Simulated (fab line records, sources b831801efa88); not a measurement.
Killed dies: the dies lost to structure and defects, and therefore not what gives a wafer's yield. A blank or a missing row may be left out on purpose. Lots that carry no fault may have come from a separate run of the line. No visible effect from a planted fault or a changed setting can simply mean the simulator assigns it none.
Split-lot trial + flow sfq line + 23 wafers read from 5 lots, route of 325 steps

## ON THE SPLIT
At SFQ_TRILAYER_M3_ETCH_METAL_ETCH_078 (etches Nb in Cl2/Ar, stops on SiO2, target depth 240 nm, time 120 s), the setting icp w was moved away from the recipe's 600 W on 10 of the 23 wafers read, by -5.0% to +10.4%. All remaining wafers had this setting at the recipe value.

The split's own step is where the reading is taken.

## THE READING
KrF_of_TRILAYER_M3_LITHO_COAT_075.thk nm (the simulator's own value, which no gauge read), in nm, at SFQ_TRILAYER_M3_ETCH_METAL_ETCH_078 (etches Nb in Cl2/Ar, stops on SiO2, target depth 240 nm, time 120 s). There is no usual value for it anywhere in the file. The 13 wafers here that ran the recipe average 381.0 nm, standard deviation 2.9 nm.

| wafer  | tool, chamber at the split | icp w as run, W | against the recipe | KrF_of_TRILAYER_M3_LITHO_COAT_075.thk nm, nm | against lot-mates on the recipe |
|--------|----------------------------|-----------------|--------------------|----------------------------------------------|---------------------------------|
| L076.2 | rie metal-03, 0            | 581.1           | -3.1%              | 383.2                                        | +4.8                            |
| L076.3 | rie metal-03, 1            | 600             | recipe             | 377.5                                        | -                               |
| L076.4 | rie metal-03, 0            | 581.1           | -3.1%              | 381                                          | +2.6                            |
| L076.5 | rie metal-03, 1            | 581.1           | -3.1%              | 381.7                                        | +3.3                            |
| L076.6 | rie metal-03, 0            | 600             | recipe             | 379.2                                        | -                               |
| L077.1 | rie metal-02, 1            | 569.8           | -5.0%              | 383.7                                        | +4.2                            |
| L077.2 | rie metal-02, 0            | 569.8           | -5.0%              | 387.7                                        | +8.2                            |
| L077.3 | rie metal-02, 0            | 569.8           | -5.0%              | 387.6                                        | +8.1                            |
| L077.4 | rie metal-02, 1            | 600             | recipe             | 378.7                                        | -                               |
| L077.6 | rie metal-02, 0            | 600             | recipe             | 380.3                                        | -                               |
| L079.2 | rie metal-02, 0            | 600             | recipe             | 382.1                                        | -                               |
| L079.4 | rie metal-02, 1            | 600             | recipe             | 382.3                                        | -                               |
| L079.6 | rie metal-02, 0            | 600             | recipe             | 382.9                                        | -                               |
| L082.1 | rie metal-02, 1            | 662.5           | +10.4%             | 364.2                                        | -17.1                           |
| L082.3 | rie metal-02, 0            | 600             | recipe             | 384.8                                        | -                               |
| L082.4 | rie metal-02, 1            | 662.5           | +10.4%             | 363.5                                        | -17.8                           |
| L082.5 | rie metal-02, 0            | 600             | recipe             | 384                                          | -                               |
| L082.6 | rie metal-02, 1            | 600             | recipe             | 375.1                                        | -                               |
| L084.1 | rie metal-02, 0            | 600             | recipe             | 384.8                                        | -                               |
| L084.2 | rie metal-02, 1            | 659.4           | +9.9%              | 363.9                                        | -18.0                           |
| L084.3 | rie metal-02, 1            | 600             | recipe             | 378.3                                        | -                               |
| L084.4 | rie metal-02, 0            | 600             | recipe             | 382.5                                        | -                               |
| L084.5 | rie metal-02, 1            | 659.4           | +9.9%              | 365.9                                        | -16.0                           |

FIT RESULTS
A straight line over all 23 wafers: KrF_of_TRILAYER_M3_LITHO_COAT_075.thk nm changes by -1.44 nm for each +1% of icp w; r = -0.93; the points scatter about the line by 2.8 nm.
The same after taking each lot's own level away (the mean of its wafers on the recipe; 23 wafers): -1.6 nm for each +1%; r = -0.96; scatter 2.2 nm.
According to that fit, moving icp w by its largest amount changes the reading by 17 nm.
The span of the lots' own levels, 378.35 to 382.43 nm, comes to 1.4 times the standard deviation stated above.
The two slopes agree, so the slope changes little with the lot-to-lot level.
Check: with one of the wafers moved furthest among these (+10.4%) left out of the fit, the line predicts -17.2 nm for it against its lot-mates. Against them it came out at -17.1 nm.

## FURTHER SPLITS ON THESE WAFERS
These wafers also went through other splits before the reading. Each is held against what the fit with the lots' levels taken away leaves over:
| other split on the same wafers                    | wafers away from the commonest value | r with KrF_of_TRILAYER_M3_LITHO_COAT_075.thk nm (lot level and that fit taken away) |
|---------------------------------------------------|--------------------------------------|-------------------------------------------------------------------------------------|
| SFQ_TRILAYER_I2_CMP_CMP_064 leave above ref nm    | 10                                   | +0.19                                                                               |
| SFQ_TRILAYER_I2_VIA_LITHO_EXPOSE_068 dose mj      | 11                                   | -0.27                                                                               |
| SFQ_TRILAYER_I2_VIA_BARC_OPEN_VIA_ETCH_096 bias w | 7                                    | -0.02                                                                               |

## THE FILE'S OWN FIT
KrF_of_TRILAYER_M3_LITHO_COAT_075.thk nm changes by -1.64 nm for each +1% of icp w, r = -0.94.
